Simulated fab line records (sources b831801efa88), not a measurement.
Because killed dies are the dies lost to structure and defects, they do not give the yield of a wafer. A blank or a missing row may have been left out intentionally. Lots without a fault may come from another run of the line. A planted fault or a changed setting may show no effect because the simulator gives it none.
fab line records    flow sky130
record lots=11  wafers=33  last_day=49
route steps=708 shown VIA2@522 METAL3@534 PAD_OPEN@708
lots untouched by any fault: they come from a run of this same line in which no faults occurred
start_h: start of the lot's first displayed wafer, in hours after the record's first day    wait_h: time in hours since the lot's previous step    " unchanged from the row above    L1.1+2: one row covering several wafers at once    - no value, or no start was given    * or withheld: withheld    < > ~ a bound
route shown NAME@n: a module of which the file shows steps, and the number in the route of the first    usual: mean and standard deviation over wafers with no fault    same: alike in all rows    chamber/n: place in a boat    sites: the reading at each site    _std_site: standard deviation of those values    _edge_site: mean of outer sites minus mean of inner sites    radius_mm: how far each site lies from the wafer's centre    mask NAME#n: copy n    behind: the most recent tool/chamber to have shaped the wafer    hold: why the lot went on hold/how many hours it stayed there/how the hold came to an end    device: transistor that didn't switch, given as n, p or np    end of line: tests of these same wafers at the route's end    a step without rows: its recipe alone    killed: not the wafer's yield, but the dies lost to structure and defects at the first sort    map: a wafer's dies, marking killed ones x, the rest . and places with no die _
set.NAME: the setting as run; set.NAME@STEP: as run at that earlier step    model.NAME: the simulator's own value behind a step, which no gauge read
route steps across a sampled set of lots; one table per step, one row per wafer
services: when a tool's chamber went out of use (start_h, in hours from the record's first day, below 0 if earlier), for how many hours, and the reason
## steps
# step SKY_VIA2_ETCH_15
# recipe target=SiO2  chemistry=C4F8/O2/Ar  target_depth_nm=546  stop_on=TiN  mask_material=KrF-thick  source_w=1500  bias_w=1200  pressure_mtorr=40  c4f8_flow_sccm=withheld  O2_flow_sccm=6  Ar_flow_sccm=300  time_s=84
# usual oes_product_au=0.939/0.0048  rf_fwd_power_W=1490/5.7  run_length_s=112.3/0.4
# same time_s=84
lot.wafer  tool         chamber  start_h  wait_h  oes_product_au  rf_fwd_power_W  rf_hours_counter_h  run_length_s
L927.4     rie_diel-01  1        864.42   0.0     0.942           1491            8                   112.0
L927.5     "            3        "        "       0.940           1493            -                   112.5
L927.6     "            2        "        "       0.940           1486            -                   112.8
L929.3     rie_diel-04  2        873.12   0.0     0.929           1487            23                  112.0
L929.4     "            3        "        "       0.943           1493            -                   112.1
L929.6     "            2        "        "       0.943           1481            -                   112.1
L931.1     rie_diel-02  1        890.27   0.0     0.934           1490            14                  112.4
L931.3     "            3        "        "       0.936           1484            17                  112.3
L931.6     "            0        "        "       0.944           1489            -                   111.6
L933.2     rie_diel-02  2        897.38   0.0     0.937           1496            15                  112.3
L933.4     "            0        "        "       0.929           1481            6                   111.7
L933.6     "            2        "        "       0.939           1492            -                   111.9
L934.2     rie_diel-02  1        903.07   0.0     0.935           1497            15                  112.1
L934.4     "            2        "        "       0.934           1502            16                  112.0
L934.5     "            2        "        "       0.938           1487            -                   111.8
L935.2     rie_diel-01  2        909.42   0.0     0.949           1483            12                  113.0
L935.4     "            3        "        "       0.937           1484            12                  112.2
L935.5     "            1        "        "       0.941           1495            -                   111.9
L938.1     rie_diel-02  1        930.43   0.0     0.943           1489            16                  111.9
L938.3     "            2        "        "       0.939           1496            17                  112.3
L938.4     "            3        "        "       0.933           1488            18                  112.3
L939.2     rie_diel-04  1        942.82   0.0     0.944           1499            12                  112.1
L939.3     "            3        "        "       0.938           1491            8                   112.4
L939.4     "            2        "        "       0.944           1484            25                  112.3
L942.3     rie_diel-02  1        967.12   0.0     0.944           1488            17                  112.0
L942.4     "            0        "        "       0.945           1489            9                   111.7
L942.5     "            2        "        "       0.947           1499            -                   112.1
L943.3     rie_diel-01  0        970.84   0.0     0.939           1489            18                  112.5
L943.4     "            3        "        "       0.940           1493            14                  112.3
L943.6     "            2        "        "       0.942           1483            -                   112.4
L946.1     rie_diel-01  0        990.22   0.0     0.939           1494            19                  112.7
L946.2     "            1        "        "       0.940           1497            11                  111.5
L946.4     "            0        "        "       0.946           1484            -                   113.1
# step SKY_METAL3_SPUTTER_02
# recipe material=AlCu  target_thk_nm=735  power_w=10600  time_s=39.1  chamber_pressure_pa=0.4
# usual throttle_valve_pct=30.2/1.2
# same time_s=39.1
lot.wafer  tool            chamber  start_h  wait_h  throttle_valve_pct
L927.4     pvd_sputter-04  -        865.81   0.0     29.9
L927.5     "               -        "        "       32.4
L927.6     "               -        "        "       28.5
L929.3     pvd_sputter-02  -        874.49   0.0     28.9
L929.4     "               -        "        "       30.9
L929.6     "               -        "        "       29.5
L931.1     pvd_sputter-02  -        891.77   0.0     29.2
L931.3     "               -        "        "       30.6
L931.6     "               -        "        "       28.8
L933.2     pvd_sputter-02  -        898.77   0.0     28.9
L933.4     "               -        "        "       30.5
L933.6     "               -        "        "       30.2
L934.2     pvd_sputter-02  -        904.45   0.0     30.3
L934.4     "               -        "        "       29.4
L934.5     "               -        "        "       30.7
L935.2     pvd_sputter-04  -        910.80   0.0     29.8
L935.4     "               -        "        "       28.6
L935.5     "               -        "        "       29.7
L938.1     pvd_sputter-02  -        931.95   0.0     29.0
L938.3     "               -        "        "       30.5
L938.4     "               -        "        "       29.1
L939.2     pvd_sputter-02  -        944.24   0.0     30.5
L939.3     "               -        "        "       29.1
L939.4     "               -        "        "       29.1
L942.3     pvd_sputter-04  -        968.85   0.0     28.5
L942.4     "               -        "        "       29.8
L942.5     "               -        "        "       29.8
L943.3     pvd_sputter-04  -        972.47   0.0     32.4
L943.4     "               -        "        "       28.6
L943.6     "               -        "        "       29.7
L946.1     pvd_sputter-02  -        991.60   0.0     30.4
L946.2     "               -        "        "       29.0
L946.4     "               -        "        "       28.9
# step SKY_METAL3_ETCH_16
# recipe chemistry=N2/H2  target=BARC  ion_energy_ev=200  bias_w=100  pressure_mtorr=30  n2_flow_sccm=100  h2_flow_sccm=200  icp_w=500  stop_on=SiO2  time_s=88.2  target_depth_a=600
# usual drypump_motor_current_A=5.6/0.32  oes_product_au=0.626/0.0042  rf_fwd_power_W=497.0/1.5  run_length_s=116.47/0.29  throttle_valve_pct=13.204/0.0091
lot.wafer  tool          chamber  start_h  wait_h  drypump_motor_current_A  oes_product_au  rf_fwd_power_W  rf_hours_counter_h  run_length_s  throttle_valve_pct
L927.4     rie_metal-01  1        917.24   0.0     5.5                      0.629           497.9           -                   116.37        13.201
L927.5     "             0        "        "       5.6                      0.626           497.9           -                   116.46        13.211
L927.6     "             1        "        "       5.4                      0.628           495.7           -                   116.38        13.201
L929.3     rie_metal-02  1        925.46   0.0     5.8                      0.632           496.9           -                   116.41        13.211
L929.4     "             0        "        "       5.5                      0.632           496.8           -                   116.59        13.196
L929.6     "             0        "        "       5.5                      0.627           495.5           -                   116.33        13.210
L931.1     rie_metal-02  1        941.77   0.0     5.8                      0.628           496.1           7                   116.30        13.190
L931.3     "             0        "        "       5.5                      0.627           496.4           -                   116.46        13.184
L931.6     "             1        "        "       5.8                      0.622           497.9           -                   116.07        13.192
L933.2     rie_metal-01  0        949.67   0.0     5.6                      0.628           496.1           13                  116.43        13.201
L933.4     "             0        "        "       5.6                      0.627           496.2           -                   116.26        13.217
L933.6     "             1        "        "       5.4                      0.622           495.7           -                   116.79        13.212
L934.2     rie_metal-02  1        954.42   0.0     5.8                      0.632           499.8           8                   116.01        13.200
L934.4     "             1        "        "       5.8                      0.619           495.5           -                   116.22        13.199
L934.5     "             0        "        "       5.5                      0.634           498.6           -                   116.75        13.191
L935.2     rie_metal-02  0        961.06   0.0     5.5                      0.627           498.4           6                   116.86        13.214
L935.4     "             1        "        "       5.8                      0.621           495.6           -                   116.63        13.194
L935.5     "             0        "        "       5.5                      0.621           498.8           -                   116.68        13.191
L938.1     rie_metal-02  0        982.01   0.0     5.5                      0.700           -               6                   104.39        13.199
L938.3     "             0        "        "       5.5                      0.702           -               -                   104.43        13.220
L938.4     "             1        "        "       5.8                      0.617           494.7           -                   115.92        13.189
L939.2     rie_metal-03  0        993.68   0.0     5.0                      0.629           495.8           7                   116.59        13.211
L939.3     "             0        "        "       5.0                      0.627           496.5           -                   116.85        13.209
L939.4     "             1        "        "       6.1                      0.625           498.9           -                   116.61        13.214
L942.3     rie_metal-02  1        1016.91  0.0     5.7                      0.626           496.3           -                   115.94        13.219
L942.4     "             0        "        "       5.5                      0.701           -               -                   104.33        13.215
L942.5     "             0        "        "       5.5                      0.705           -               -                   104.21        13.213
L943.3     rie_metal-01  1        1020.21  0.0     5.4                      0.624           497.7           -                   116.62        13.208
L943.4     "             0        "        "       5.6                      0.620           496.4           -                   116.43        13.205
L943.6     "             1        "        "       5.4                      0.619           497.8           -                   116.97        13.216
L946.1     rie_metal-01  1        1037.78  0.0     5.4                      0.630           498.4           12                  116.26        13.208
L946.2     "             0        "        "       5.6                      0.626           498.2           18                  116.65        13.202
L946.4     "             0        "        "       5.6                      0.627           497.3           -                   116.87        13.207
# step SKY_METAL3_STRIP_19
# recipe chemistry=O2/N2  power_w=1400  pressure_mtorr=1500  platen_temp_c=withheld  o2_flow_sccm=3000  n2_flow_sccm=300  overash_fraction=0.5
# usual drypump_motor_current_A=5.62/0.18  o2_flow_sccm=3000/9.4  oes_product_au=0.501/0.0059  strip_time_to_endpoint_s=6.51/0.12
lot.wafer  tool             chamber  start_h  wait_h  drypump_motor_current_A  o2_flow_sccm  oes_product_au  rf_hours_counter_h  strip_time_to_endpoint_s
L927.4     plasma_asher-04  0        917.54   0.1     5.70                     3002          0.495           -                   6.49
L927.5     "                1        "        "       5.43                     3016          0.495           -                   6.42
L927.6     "                0        "        "       5.70                     3004          0.500           -                   6.54
L929.3     plasma_asher-03  0        925.75   0.1     5.61                     3008          0.510           -                   6.68
L929.4     "                1        "        "       5.66                     3012          0.503           -                   6.49
L929.6     "                0        "        "       5.66                     3011          0.511           -                   6.67
L931.1     plasma_asher-03  1        942.13   0.2     5.68                     2998          0.502           50                  6.67
L931.3     "                0        "        "       5.59                     3003          0.504           -                   6.60
L931.6     "                0        "        "       5.62                     3012          0.505           -                   6.47
L933.2     plasma_asher-04  1        949.97   0.1     5.42                     3001          0.499           82                  6.41
L933.4     "                1        "        "       5.43                     3009          0.500           -                   6.46
L933.6     "                0        "        "       5.68                     3007          0.501           -                   6.48
L934.2     plasma_asher-04  0        954.72   0.1     5.67                     3003          0.502           83                  6.59
L934.4     "                0        "        "       5.65                     3001          0.503           -                   6.62
L934.5     "                0        "        "       5.66                     2992          0.504           -                   6.44
L935.2     plasma_asher-04  0        961.35   0.1     5.66                     2988          0.510           83                  6.73
L935.4     "                0        "        "       5.69                     2998          0.508           -                   6.57
L935.5     "                0        "        "       5.67                     2991          0.507           -                   6.54
L938.1     plasma_asher-03  1        982.30   0.1     5.70                     2990          0.502           54                  6.56
L938.3     "                1        "        "       5.67                     3004          0.512           -                   6.65
L938.4     "                0        "        "       5.65                     3008          0.490           -                   6.34
L939.2     plasma_asher-03  1        993.98   0.1     5.69                     2995          0.501           55                  6.59
L939.3     "                1        "        "       5.71                     2986          0.503           -                   6.59
L939.4     "                0        "        "       5.66                     3002          0.517           -                   6.82
L942.3     plasma_asher-01  0        1017.20  0.1     5.46                     2986          0.496           -                   6.49
L942.4     "                1        "        "       5.95                     3003          0.512           -                   6.84
L942.5     "                1        "        "       5.90                     2992          0.518           -                   6.79
L943.3     plasma_asher-03  0        1020.51  0.1     5.61                     3001          0.497           -                   6.42
L943.4     "                1        "        "       5.70                     2999          0.496           -                   6.38
L943.6     "                1        "        "       5.69                     3005          0.494           -                   6.37
L946.1     plasma_asher-04  1        1038.08  0.1     5.42                     3002          0.497           91                  6.39
L946.2     "                0        "        "       5.70                     2986          0.507           91                  6.53
L946.4     "                1        "        "       5.42                     3000          0.501           -                   6.57
# step SKY_PAD_OPEN_PROBE_99
# usual defect_limited_yield=81.9/2  killed_at_M0_to_M3=43/6.5  killed_at_M4_up=3.2/1.8  killed_at_contacts=26/5.2  killed_at_front_end=16/4.8  killed_at_other=0.3/0.6  killed_dies=89/9.6  killed_open=48/7.1  killed_short=40/6.4  sort_bin_3_pad_short=0.9/0.37  sort_bin_5_function=10.7/1.4  sort_bin_6_memory=6.5/1.2  sort_n_pass=403/9.6  sort_yield_pct=81.9/2
# same gross_dies=492  killed_at_back_side=0  sort_bin_4_leakage[%]=0  sort_bin_8_speed[%]=0
lot.wafer  tool       chamber  start_h  wait_h  defect_limited_yield[%]  killed_at_M0_to_M3  killed_at_M4_up  killed_at_contacts  killed_at_front_end  killed_at_other  killed_dies  killed_open  killed_short  sort_bin_3_pad_short[%]  sort_bin_5_function[%]  sort_bin_6_memory[%]  sort_n_pass  sort_yield_pct[%]
L927.4     prober-02  -        1089.39  0.2     83.7                     44                  3                19                  14                   0                80           44           36            0.8                      9.3                     6.1                   412          83.7
L927.5     prober-02  -        1089.44  0.2     83.5                     47                  2                21                  11                   0                81           39           42            0.6                      10.2                    5.7                   411          83.5
L927.6     prober-02  -        1089.49  0.2     81.7                     47                  2                25                  16                   0                90           54           36            0.6                      12.0                    5.7                   402          81.7
L929.3     prober-02  -        1096.58  0.2     83.5                     41                  3                24                  13                   0                81           47           33            1.6                      9.6                     5.3                   411          83.5
L929.4     prober-02  -        1096.63  0.2     82.1                     46                  1                26                  15                   0                88           40           48            1.2                      10.4                    6.3                   404          82.1
L929.6     prober-02  -        1096.73  0.2     78.7                     55                  1                27                  22                   0                105          57           48            0.6                      15.0                    5.7                   387          78.7
L931.1     prober-02  -        1109.15  0.1     79.3                     44                  8                27                  22                   1                102          46           52            1.2                      11.6                    7.9                   390          79.3
L931.3     prober-02  -        1109.25  0.2     81.7                     49                  2                22                  17                   0                90           51           39            0.8                      10.8                    6.7                   402          81.7
L931.6     prober-02  -        1109.40  0.2     81.7                     48                  3                23                  15                   1                90           40           49            0.4                      12.2                    5.7                   402          81.7
L933.2     prober-02  -        1117.54  0.1     83.7                     38                  5                24                  13                   0                80           47           33            1.4                      8.9                     5.9                   412          83.7
L933.4     prober-02  -        1117.64  0.2     82.3                     41                  4                21                  20                   1                87           43           43            1.0                      10.0                    6.7                   405          82.3
L933.6     prober-02  -        1117.74  0.2     80.5                     52                  2                22                  20                   0                96           49           47            0.6                      12.8                    6.1                   396          80.5
L934.2     prober-01  -        1119.29  0.1     82.5                     49                  3                23                  11                   0                86           62           24            0.8                      9.6                     7.1                   406          82.5
L934.4     prober-01  -        1119.39  0.2     83.7                     41                  4                22                  12                   1                80           42           38            0.8                      8.3                     7.1                   412          83.7
L934.5     prober-01  -        1119.44  0.2     83.9                     45                  2                20                  12                   0                79           50           29            0.2                      8.7                     7.1                   413          83.9
L935.2     prober-02  -        1126.61  0.1     85.0                     36                  5                23                  10                   0                74           40           34            0.8                      8.5                     5.7                   418          85.0
L935.4     prober-02  -        1126.71  0.2     83.1                     42                  4                23                  14                   0                83           44           39            1.0                      9.3                     6.5                   409          83.1
L935.5     prober-02  -        1126.76  0.2     85.4                     35                  4                18                  14                   1                72           39           32            0.8                      8.9                     4.9                   420          85.4
L938.1     prober-01  -        1143.05  0.1     83.3                     29                  4                33                  16                   0                82           44           38            1.0                      9.3                     6.3                   410          83.3
L938.3     prober-01  -        1143.15  0.2     87.0                     35                  3                16                  10                   0                64           44           20            0.4                      7.5                     5.1                   428          87.0
L938.4     prober-01  -        1143.20  0.2     79.7                     55                  4                26                  15                   0                100          55           45            0.8                      12.8                    6.7                   392          79.7
L939.2     prober-02  -        1151.79  0.1     77.8                     56                  4                27                  22                   0                109          65           43            1.4                      11.0                    9.8                   383          77.8
L939.3     prober-02  -        1151.84  0.2     82.1                     47                  0                21                  20                   0                88           44           44            0.6                      10.2                    7.1                   404          82.1
L939.4     prober-02  -        1151.89  0.2     78.0                     43                  3                28                  34                   0                108          56           50            0.8                      12.4                    8.7                   384          78.0
L942.3     prober-01  -        1170.37  0.2     82.1                     44                  5                23                  16                   0                88           51           35            0.4                      10.8                    6.7                   404          82.1
L942.4     prober-01  -        1170.42  0.2     81.3                     49                  1                27                  14                   1                92           54           35            1.4                      9.8                     7.5                   400          81.3
L942.5     prober-01  -        1170.47  0.2     83.9                     37                  5                24                  13                   0                79           47           31            0.8                      10.4                    4.9                   413          83.9
L943.3     prober-02  -        1171.90  0.2     83.3                     37                  4                25                  16                   0                82           43           37            1.4                      8.5                     6.7                   410          83.3
L943.4     prober-02  -        1171.95  0.2     79.7                     47                  1                31                  21                   0                100          51           49            1.6                      10.6                    8.1                   392          79.7
L943.6     prober-02  -        1172.05  0.2     81.9                     40                  6                33                  10                   0                89           55           34            0.8                      10.4                    6.9                   403          81.9
L946.1     prober-01  -        1182.96  0.1     81.7                     52                  3                22                  12                   1                90           51           39            1.4                      8.3                     8.5                   402          81.7
L946.2     prober-01  -        1183.01  0.1     78.7                     55                  1                32                  17                   0                105          53           52            0.6                      14.4                    6.3                   387          78.7
L946.4     prober-01  -        1183.11  0.2     80.9                     52                  3                24                  15                   0                94           57           37            1.4                      10.0                    7.7                   398          80.9
# killed by level:class
L927.4 CONTACT:geometric_particle:open=9 VIA1:geometric_particle:open=9 METAL1:geometric_particle:short=7 VIA2:geometric_particle:open=6 VIA3:geometric_particle:open=6 CONTACT:geometric_particle:short=5 VIA3:geometric_particle:short=4 VIA1:geometric_particle:short=4
L927.5 CONTACT:geometric_particle:open=9 FIELD_ISO:geometric_particle:short=7 VIA2:geometric_particle:open=7 VIA1:geometric_particle:open=6 VIA1:geometric_particle:short=6 VIA3:geometric_particle:short=6 VIA3:geometric_particle:open=6 LI_CONTACT:geometric_particle:open=5
L927.6 VIA1:geometric_particle:open=12 CONTACT:geometric_particle:open=11 LI_CONTACT:geometric_particle:open=8 VIA2:geometric_particle:open=8 VIA3:geometric_particle:open=7 POLY_GATE:geometric_particle:short=5 CONTACT:geometric_particle:short=5 FIELD_ISO:geometric_particle:short=4
L929.3 VIA1:geometric_particle:open=11 FIELD_ISO:geometric_particle:open=7 LOCAL_INTERCONNECT:geometric_particle:short=7 VIA3:geometric_particle:open=7 CONTACT:geometric_particle:open=6 VIA2:geometric_particle:open=6 METAL1:geometric_particle:short=5 LI_CONTACT:geometric_particle:open=4
L929.4 VIA2:geometric_particle:open=11 LOCAL_INTERCONNECT:geometric_particle:short=8 VIA1:geometric_particle:open=8 FIELD_ISO:geometric_particle:short=7 CONTACT:geometric_particle:open=7 LI_CONTACT:geometric_particle:short=5 METAL1:geometric_particle:short=5 METAL2:geometric_particle:short=5
L929.6 VIA1:geometric_particle:open=16 FIELD_ISO:geometric_particle:open=9 VIA1:geometric_particle:short=8 LI_CONTACT:geometric_particle:open=7 CONTACT:geometric_particle:open=7 VIA3:geometric_particle:open=6 METAL2:geometric_particle:short=6 CONTACT:geometric_particle:short=5
L931.1 VIA1:geometric_particle:open=9 VIA1:geometric_particle:short=9 POLY_GATE:geometric_particle:short=8 LI_CONTACT:geometric_particle:open=8 VIA3:geometric_particle:open=7 CONTACT:geometric_particle:open=5 CONTACT:geometric_particle:short=5 METAL1:geometric_particle:short=5
L931.3 VIA1:geometric_particle:open=11 VIA1:geometric_particle:short=10 VIA2:geometric_particle:open=7 VIA3:geometric_particle:open=7 LI_CONTACT:geometric_particle:open=6 CONTACT:geometric_particle:short=6 POLY_GATE:geometric_particle:short=5 METAL1:geometric_particle:short=4
L931.6 VIA1:geometric_particle:open=11 METAL1:geometric_particle:short=10 CONTACT:geometric_particle:open=7 LOCAL_INTERCONNECT:geometric_particle:short=6 METAL2:geometric_particle:short=6 VIA3:geometric_particle:open=5 METAL3:geometric_particle:short=5 FIELD_ISO:geometric_particle:short=4
L933.2 LI_CONTACT:geometric_particle:open=10 VIA3:geometric_particle:open=7 VIA1:geometric_particle:open=7 VIA2:geometric_particle:open=7 CONTACT:geometric_particle:open=6 VIA1:geometric_particle:short=6 FIELD_ISO:geometric_particle:open=5 METAL4:geometric_particle:short=5
L933.4 CONTACT:geometric_particle:open=9 METAL1:geometric_particle:short=8 LI_CONTACT:geometric_particle:open=7 VIA1:geometric_particle:short=6 VIA1:geometric_particle:open=6 VIA3:geometric_particle:open=6 FIELD_ISO:geometric_particle:short=5 VIA3:geometric_particle:short=5
L933.6 VIA1:geometric_particle:open=14 VIA3:geometric_particle:open=8 CONTACT:geometric_particle:open=8 FIELD_ISO:geometric_particle:short=6 METAL3:geometric_particle:short=5 FIELD_ISO:geometric_particle:open=4 POLY_GATE:geometric_particle:short=4 LOCAL_INTERCONNECT:geometric_particle:short=4
L934.2 LI_CONTACT:geometric_particle:open=13 VIA1:geometric_particle:open=11 VIA3:geometric_particle:open=8 VIA2:geometric_particle:open=7 CONTACT:geometric_particle:open=7 METAL2:geometric_particle:short=6 POLY_GATE:geometric_particle:open=4 METAL1:geometric_particle:open=4
L934.4 VIA1:geometric_particle:open=10 LI_CONTACT:geometric_particle:open=7 CONTACT:geometric_particle:short=7 METAL1:geometric_particle:short=6 VIA3:geometric_particle:open=6 CONTACT:geometric_particle:open=5 VIA2:geometric_particle:open=4 METAL2:geometric_particle:short=4
L934.5 VIA1:geometric_particle:open=11 CONTACT:geometric_particle:open=8 METAL1:geometric_particle:short=7 LI_CONTACT:geometric_particle:open=7 METAL3:geometric_particle:short=7 POLY_GATE:geometric_particle:open=5 VIA3:geometric_particle:open=5 METAL1:geometric_particle:open=3
L935.2 VIA3:geometric_particle:open=9 CONTACT:geometric_particle:short=7 VIA2:geometric_particle:open=7 POLY_GATE:geometric_particle:short=6 LI_CONTACT:geometric_particle:open=6 VIA1:geometric_particle:open=6 METAL4:geometric_particle:short=5 CONTACT:geometric_particle:open=4
L935.4 CONTACT:geometric_particle:open=9 VIA1:geometric_particle:short=8 LI_CONTACT:geometric_particle:open=6 FIELD_ISO:geometric_particle:short=5 VIA1:geometric_particle:open=5 METAL2:geometric_particle:short=5 VIA2:geometric_particle:open=5 FIELD_ISO:geometric_particle:open=4
L935.5 VIA1:geometric_particle:open=11 VIA1:geometric_particle:short=9 FIELD_ISO:geometric_particle:open=6 LI_CONTACT:geometric_particle:open=6 VIA3:geometric_particle:open=5 LOCAL_INTERCONNECT:geometric_particle:short=4 CONTACT:geometric_particle:open=4 METAL2:geometric_particle:short=3
L938.1 CONTACT:geometric_particle:open=16 CONTACT:geometric_particle:short=10 POLY_GATE:geometric_particle:open=5 VIA2:geometric_particle:open=5 VIA3:geometric_particle:open=5 LI_CONTACT:geometric_particle:open=4 VIA1:geometric_particle:open=4 METAL4:geometric_particle:short=4
L938.3 VIA1:geometric_particle:open=9 VIA2:geometric_particle:open=9 LI_CONTACT:geometric_particle:open=6 CONTACT:geometric_particle:open=5 VIA3:geometric_particle:open=5 POLY_GATE:geometric_particle:open=4 CONTACT:geometric_particle:short=4 METAL1:geometric_particle:short=4
L938.4 CONTACT:geometric_particle:open=13 VIA3:geometric_particle:open=11 VIA1:geometric_particle:open=10 METAL1:geometric_particle:short=9 VIA1:geometric_particle:short=6 VIA2:geometric_particle:open=5 METAL2:geometric_particle:short=5 FIELD_ISO:geometric_particle:open=4
L939.2 VIA1:geometric_particle:open=15 LI_CONTACT:geometric_particle:open=10 VIA2:geometric_particle:open=9 FIELD_ISO:geometric_particle:open=8 CONTACT:geometric_particle:open=7 VIA3:geometric_particle:open=7 CONTACT:geometric_particle:short=6 METAL1:geometric_particle:short=6
L939.3 VIA1:geometric_particle:open=10 METAL2:geometric_particle:short=8 FIELD_ISO:geometric_particle:short=7 CONTACT:geometric_particle:open=7 VIA2:geometric_particle:open=6 VIA3:geometric_particle:short=6 LI_CONTACT:geometric_particle:open=5 FIELD_ISO:geometric_particle:open=4
L939.4 CONTACT:geometric_particle:open=10 FIELD_ISO:geometric_particle:short=8 VIA2:geometric_particle:open=8 FIELD_ISO:geometric_particle:open=7 POLY_GATE:geometric_particle:open=7 CONTACT:geometric_particle:short=7 VIA1:geometric_particle:open=7 POLY_GATE:geometric_particle:short=6
L942.3 VIA1:geometric_particle:open=17 CONTACT:geometric_particle:open=9 VIA2:geometric_particle:open=7 POLY_GATE:geometric_particle:short=6 CONTACT:geometric_particle:short=5 METAL1:geometric_particle:open=5 METAL4:geometric_particle:short=5 LOCAL_INTERCONNECT:geometric_particle:short=4
L942.4 VIA1:geometric_particle:open=16 CONTACT:geometric_particle:open=12 VIA2:geometric_particle:open=6 VIA3:geometric_particle:open=5 CONTACT:geometric_particle:short=5 VIA1:geometric_particle:short=5 METAL2:geometric_particle:short=5 POLY_GATE:geometric_particle:short=4
L942.5 VIA1:geometric_particle:open=14 CONTACT:geometric_particle:open=7 LI_CONTACT:geometric_particle:open=7 VIA3:geometric_particle:open=6 CONTACT:geometric_particle:short=5 VIA2:geometric_particle:open=5 METAL4:geometric_particle:short=5 VIA1:geometric_particle:short=4
L943.3 CONTACT:geometric_particle:open=11 VIA1:geometric_particle:open=10 VIA2:geometric_particle:open=8 VIA1:geometric_particle:short=7 CONTACT:geometric_particle:short=7 FIELD_ISO:geometric_particle:short=5 LI_CONTACT:geometric_particle:open=5 SPACER:geometric_particle:short=4
L943.4 VIA3:geometric_particle:open=11 LI_CONTACT:geometric_particle:open=10 CONTACT:geometric_particle:open=10 METAL1:geometric_particle:short=8 VIA1:geometric_particle:open=6 VIA1:geometric_particle:short=6 FIELD_ISO:geometric_particle:short=5 LOCAL_INTERCONNECT:geometric_particle:short=5
L943.6 VIA1:geometric_particle:open=17 CONTACT:geometric_particle:open=12 LI_CONTACT:geometric_particle:open=8 CONTACT:geometric_particle:short=6 VIA1:geometric_particle:short=6 METAL1:geometric_particle:short=5 LOCAL_INTERCONNECT:geometric_particle:short=4 VIA2:geometric_particle:open=4
L946.1 VIA1:geometric_particle:open=14 LI_CONTACT:geometric_particle:open=9 VIA2:geometric_particle:open=8 METAL1:geometric_particle:short=8 CONTACT:geometric_particle:open=7 VIA3:geometric_particle:open=7 FIELD_ISO:geometric_particle:short=6 LOCAL_INTERCONNECT:geometric_particle:short=5
L946.2 CONTACT:geometric_particle:open=14 VIA3:geometric_particle:open=12 METAL1:geometric_particle:short=10 LI_CONTACT:geometric_particle:open=7 METAL3:geometric_particle:short=6 FIELD_ISO:geometric_particle:short=5 VIA1:geometric_particle:open=5 LOCAL_INTERCONNECT:geometric_particle:short=5
L946.4 VIA3:geometric_particle:open=13 VIA1:geometric_particle:open=12 CONTACT:geometric_particle:open=8 VIA2:geometric_particle:open=7 LI_CONTACT:geometric_particle:open=6 LOCAL_INTERCONNECT:geometric_particle:short=6 METAL1:geometric_particle:short=6 FIELD_ISO:geometric_particle:open=5
## services
tool             chamber  start_h  hours  kind
rie_diel-01      2        841.19   2.6    repair
rie_diel-04      -        852.17   2.8    pm
pvd_sputter-04   -        857.11   7.0    repair
rie_diel-04      1        857.42   30.1   repair
pvd_sputter-02   -        866.86   5.3    repair
plasma_asher-04  -        901.04   14.6   pm
rie_metal-01     -        901.46   0.3    repair
rie_diel-02      -        922.94   0.5    repair
plasma_asher-03  -        930.47   0.9    repair
plasma_asher-01  -        930.95   2.0    repair
pvd_sputter-04   -        938.77   1.9    repair
plasma_asher-03  -        956.29   2.8    pm
rie_diel-02      1        969.98   3.9    repair
rie_diel-01      2        976.43   15.6   repair
pvd_sputter-04   -        1019.20  2.7    repair
pvd_sputter-02   -        1019.45  3.2    repair
plasma_asher-03  -        1037.55  0.6    repair
## key
first_sign step=SKY_METAL3_ETCH_16  reading=run_length_s  direction=down  sigmas=41  usual=*  struck=*
effect step=SKY_METAL3_ETCH_16  reading=oes_product_au  direction=up  sigmas=18  usual=0.626  struck=0.702
met_at SKY_METAL3_ETCH_16
struck_lots L938,L942
struck_wafers L938.1,L938.3,L942.4,L942.5
not_acting_at SKY_VIA2_ETCH_15,SKY_METAL3_SPUTTER_02,SKY_METAL3_STRIP_19
onset_between 961.06 982.01
fault kind=process_parameter_drift  tool=rie_metal-02  chamber=0  onset_h=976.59  steps=SKY_METAL3_ETCH_16  channel=time_s  offset=*  shape=step  end_h=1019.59  acts_in=*  stated=*
